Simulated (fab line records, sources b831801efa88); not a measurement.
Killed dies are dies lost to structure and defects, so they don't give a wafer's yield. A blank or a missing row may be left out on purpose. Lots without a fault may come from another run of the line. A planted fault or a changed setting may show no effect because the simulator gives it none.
Which tool did it? | flow gf180mcu | 6 lots, 18 wafers sampled, at 3 steps of a route of 602

WHAT THE GAUGES READ, wafer by wafer
GF_VT_IMPLANT_TW_MEAS_10.
lot  | measured     | on            | VT_IMPLANT_TW
L773 | day 6 17:22  | film_metro-02 | 557 555 559
L777 | day 7 16:39  | film_metro-02 | 561 562 561
L779 | day 8 05:13  | film_metro-04 | 592 592 592
L783 | day 9 06:49  | film_metro-01 | 601 601 601
L790 | day 11 00:14 | film_metro-04 | 558 559 560
L792 | day 11 15:10 | film_metro-04 | 559 563 560

WHICH TOOL RAN EACH LOT (tool, then ch and the chambers of the sampled wafers, then the start)
lot  | GF_STI_ETCH_14                  | GF_VT_IMPLANT_IMPLANT_08
L773 | rie_si-02 ch 0,1,2, day 2 23:52 | implanter-03 ch 0, day 6 17:08
L777 | rie_si-01 ch 1,2, day 3 18:40   | implanter-03 ch 0, day 7 16:24
L779 | rie_si-02 ch 1,2, day 4 05:25   | implanter-03 ch 0, day 8 04:58
L783 | rie_si-01 ch 1,2,3, day 5 01:55 | implanter-03 ch 0, day 9 06:34
L790 | rie_si-01 ch 1,2, day 6 13:22   | implanter-02 ch 0, day 11 00:01
L792 | rie_si-02 ch 0,1,3, day 7 00:04 | implanter-01 ch 0, day 11 14:57
- GF_STI_ETCH_14: etches Si in HBr/Cl2/O2, target depth 360 nm, time 102.9 s.
- GF_VT_IMPLANT_IMPLANT_08

THE ANSWER, worked out from the rows above alone
Rule: what is usual is taken from the lots themselves. Put in order of their means at a reading, lots are off if they are a third of the lots or fewer, leave a main group of 4 or more, and stand apart from it by a gap of 3 or more times the standard deviation of the main group's means; of several such gaps the widest counts. A main group whose means are all the same, to the digits that the tables above print for the reading, isn't used. A lot without any number at a reading at which 4 lots or more have one is off too. The other lots that the step has rows for count as sound.
Off: L779, L783, at GF_VT_IMPLANT_TW_MEAS_10 (VT_IMPLANT_TW). The main group: mean 560, standard deviation 1.7.
A tool fits if, at a process step before that reading, it ran every lot that is off, and no sound lot after the first of them. The gauges at GF_VT_IMPLANT_TW_MEAS_10 are tried like those tools. One fits: implanter-03 at GF_VT_IMPLANT_IMPLANT_08. Its last sound lot is L777 (day 7 16:24), its first lot that is off L779 (day 8 04:58): a fault that began between those two fits.

WHAT THE SIMULATOR HAD PUT IN
Process parameter drift: implanter-03, from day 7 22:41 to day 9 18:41, at GF_VT_IMPLANT_IMPLANT_08. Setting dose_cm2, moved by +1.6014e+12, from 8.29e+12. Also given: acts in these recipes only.
Lots struck among those shown: L779, L783. The rule above found the same.
